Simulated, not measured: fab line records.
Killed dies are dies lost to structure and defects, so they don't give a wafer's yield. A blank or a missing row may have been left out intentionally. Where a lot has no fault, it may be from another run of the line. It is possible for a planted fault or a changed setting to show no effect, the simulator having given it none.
Struck lot and sound lot, side by side | flow sky130 | 31 out of 708 route steps
Sound: the wafers L412.3, L412.4, L412.6. Struck: wafer L410.1; the same lot's L410.5 was not struck, so it is left out; see the end for the cause.
For every step that has rows: the tool of each side, followed by ch and its chambers, followed by its first start. Under that, the readings that differ: sound wafers | struck wafers | difference of the means | sigmas: that difference in standard deviations of wafers without a fault.
alike: a reading whose means differ by less than 2 such deviations, as well as words and numbers matching on both sides. not compared: withheld readings; readings where some wafer has no value; bounds like >300 that might hide an equal value; numbers whose values overlap and for which the record gives no deviation.
Wherever a step has rows on one side only, a row that says differs or no value, or a row with sigmas, the two part there. Numbers that have no deviation but don't overlap get no sigmas and don't part them. Lack of a reading on every wafer of one side parts them only where that side has two or more wafers.

SKY_PWDE_OVL_MEAS_07:
  struck on overlay-02, day 6 13:25; sound on overlay-02, day 7 01:11
  alike: PWDE_OVL
next, for these wafers, 1 step has no rows: SKY_PWDE_IMPLANT_08.
SKY_PWDE_STRIP_09: strips in O2/N2.
  sound on plasma-asher-01 ch 0,1, day 7 01:24; struck on plasma-asher-02 ch 0, day 6 13:37
  reading                      | sound             | struck | difference                   | sigmas
  rf-hours-counter-h (h)       | - - -             | 33     | no value on the sound wafers |
  strip-time-to-endpoint-s (s) | 37.04 37.05 37.03 | 36.80  | -0.24                        | -2
  alike: drypump-motor-current-A, oes-product-au
SKY_PWDE_TW_MEAS_10:
  struck on film-metro-02, day 6 13:43; sound on film-metro-04, day 7 01:29
  alike: PWDE_TW
then, 7 steps without rows for these wafers: SKY_NWELL_DEHYDRATE_03 (time 60 s); SKY_NWELL_HMDS_04 (prime time 60 s); SKY_NWELL_COAT_05 (resist thk 3000 nm); SKY_NWELL_SOFTBAKE_06; SKY_NWELL_EXPOSE_07 (exposes mask NWM, target cd 840 nm); SKY_NWELL_PEB_08; SKY_NWELL_DEVELOP_09 (develop time 60 s).
SKY_NWELL_OVL_MEAS_10:
  struck on overlay-02, day 7 08:07; sound on overlay-01, day 7 19:40
  alike: NWELL_00_OVL
SKY_NWELL_IMPLANT_11:
  sound on implanter-03 ch 0, day 7 19:44; struck on implanter-04 ch 0, day 7 08:10
  reading            | sound             | struck | difference | sigmas
  beam-on-s (s)      | 9.87 9.82 9.89    | 8.35   | -1.51      | -8
  faraday-current-uA | 108.0 109.2 107.6 | 127.9  | +19.6      | +10
  alike: dose-ions-cm2, end-station-pressure-torr
then, 2 steps without rows for these wafers: SKY_NWELL_IMPLANT_12; SKY_NWELL_IMPLANT_13.
SKY_NWELL_STRIP_14: strips in O2/N2.
  sound on plasma-asher-03 ch 0,1, day 7 20:10; struck on plasma-asher-04 ch 0, day 7 08:37
  reading                | sound | struck | difference                   | sigmas
  rf-hours-counter-h (h) | - - - | 49     | no value on the sound wafers |
  alike: drypump-motor-current-A, oes-product-au, strip-time-to-endpoint-s
SKY_NWELL_TW_MEAS_15:
  struck on film-metro-01, day 7 08:56; sound on film-metro-04, day 7 20:15
  reading  | sound          | struck | difference | sigmas
  NWELL_TW | 1855 1857 1856 | 1724   | -132       | -9
  not compared: hold
then, 6 steps without rows for these wafers: SKY_NWELL_HMDS_17 (prime time 60 s); SKY_NWELL_COAT_18 (resist thk 3000 nm); SKY_NWELL_SOFTBAKE_19; SKY_NWELL_EXPOSE_20 (exposes mask NWM COMPLEMENT, target cd 840 nm); SKY_NWELL_PEB_21; SKY_NWELL_DEVELOP_22 (develop time 60 s).
SKY_NWELL_OVL_MEAS_23:
  struck on overlay-02, day 8 03:15; sound on overlay-01, day 8 15:44
  alike: NWELL_01_OVL
next, for these wafers, 1 step has no rows: SKY_NWELL_IMPLANT_24.
SKY_NWELL_STRIP_25: strips in O2/N2.
  sound on plasma-asher-03 ch 0,1, day 8 15:56; struck on plasma-asher-04 ch 0, day 8 03:26
  reading                | sound             | struck | difference                   | sigmas
  oes-product-au (a.u.)  | 0.719 0.723 0.723 | 0.712  | -0.010                       | -2
  rf-hours-counter-h (h) | - - -             | 50     | no value on the sound wafers |
  alike: drypump-motor-current-A, strip-time-to-endpoint-s
SKY_NWELL_TW_MEAS_26:
  struck on film-metro-02, day 8 03:32; sound on film-metro-01, day 8 16:02
  alike: NWELL_2_TW
then, 1 step without rows for these wafers: SKY_NWELL_CLEAN_27 (cleans in SC1/SC2, time 150 s).
SKY_NWELL_RTA_28: time 30 s.
  sound on rtp-anneal-02 ch 0, day 8 16:09; struck on rtp-anneal-02 ch 0, day 8 03:39
  reading            | sound             | struck | difference | sigmas
  lamp-power-pct (%) | 25.20 25.28 25.29 | 25.37  | +0.11      | +2
  alike: ramp-up-c-per-s, wafer_temp_C_max
SKY_NWELL_RS_MEAS_29: measurement is done with a four-point probe.
  struck on film-metro-04, day 8 04:07; sound on film-metro-02, day 8 16:16
  reading           | sound             | struck | difference | sigmas
  NWELL_RS (ohm/sq) | 625.8 624.9 625.0 | 685.0  | +59.8      | +40
  not compared: hold
-- the record jumps here: 40 days lie between the struck wafers' starts before and after (it left off in module NWELL and takes up again in module PAD_OPEN, whose first step shown is number 708 of the route) --
SKY_PAD_OPEN_PROBE_99:
  struck on prober-02, day 48 10:13; sound on prober-02, day 48 15:42
  reading                                   | sound                         | struck    | difference | sigmas
  model.etest.nfet_16v.r-on-ohm-um          | 1.392e+04 1.393e+04 1.394e+04 | 1.466e+04 | +7.300e+02 |
  model.etest.res-nwell.line-ohm-um         | 1153 1115 1146                | 1226      | +88        |
  model.etest.res-nwell.rs-ohm-sq           | 975 934.6 958                 | 1037      | +81        |
  model.etest.tip_p_5v.rs-ohm-sq            | 2851 2878 2881                | 2819      | -51        |
  model.etest.res-nwell.width-nm (nm)       | 846.2 841 840.6               | 835.1     | -7.5       |
  model.etest.field-p.vt-v (V)              | -42.05 -39.86 -41.9           | -37.41    | +3.86      |
  model.etest.pfet-g5v0d10v5.off-log10-a-um | -12.8 -12.81 -12.68           | -12.15    | +0.61      |
  model.etest.pfet_01v8_lvt.off-log10-a-um  | -8.903 -8.915 -8.8            | -8.65     | +0.22      |
  alike: killed_at_M0_to_M3, killed_at_M4_up, killed-at-contacts, killed-at-front-end, killed-at-other, killed-dies, killed-open, killed-short

== WHERE THEY PART ==
First at SKY_PWDE_STRIP_09; last, within this record, at SKY_NWELL_RS_MEAS_29. Later steps at which nothing parts them and some readings are alike: SKY_PAD_OPEN_PROBE_99.

WHY: what the simulator had put in
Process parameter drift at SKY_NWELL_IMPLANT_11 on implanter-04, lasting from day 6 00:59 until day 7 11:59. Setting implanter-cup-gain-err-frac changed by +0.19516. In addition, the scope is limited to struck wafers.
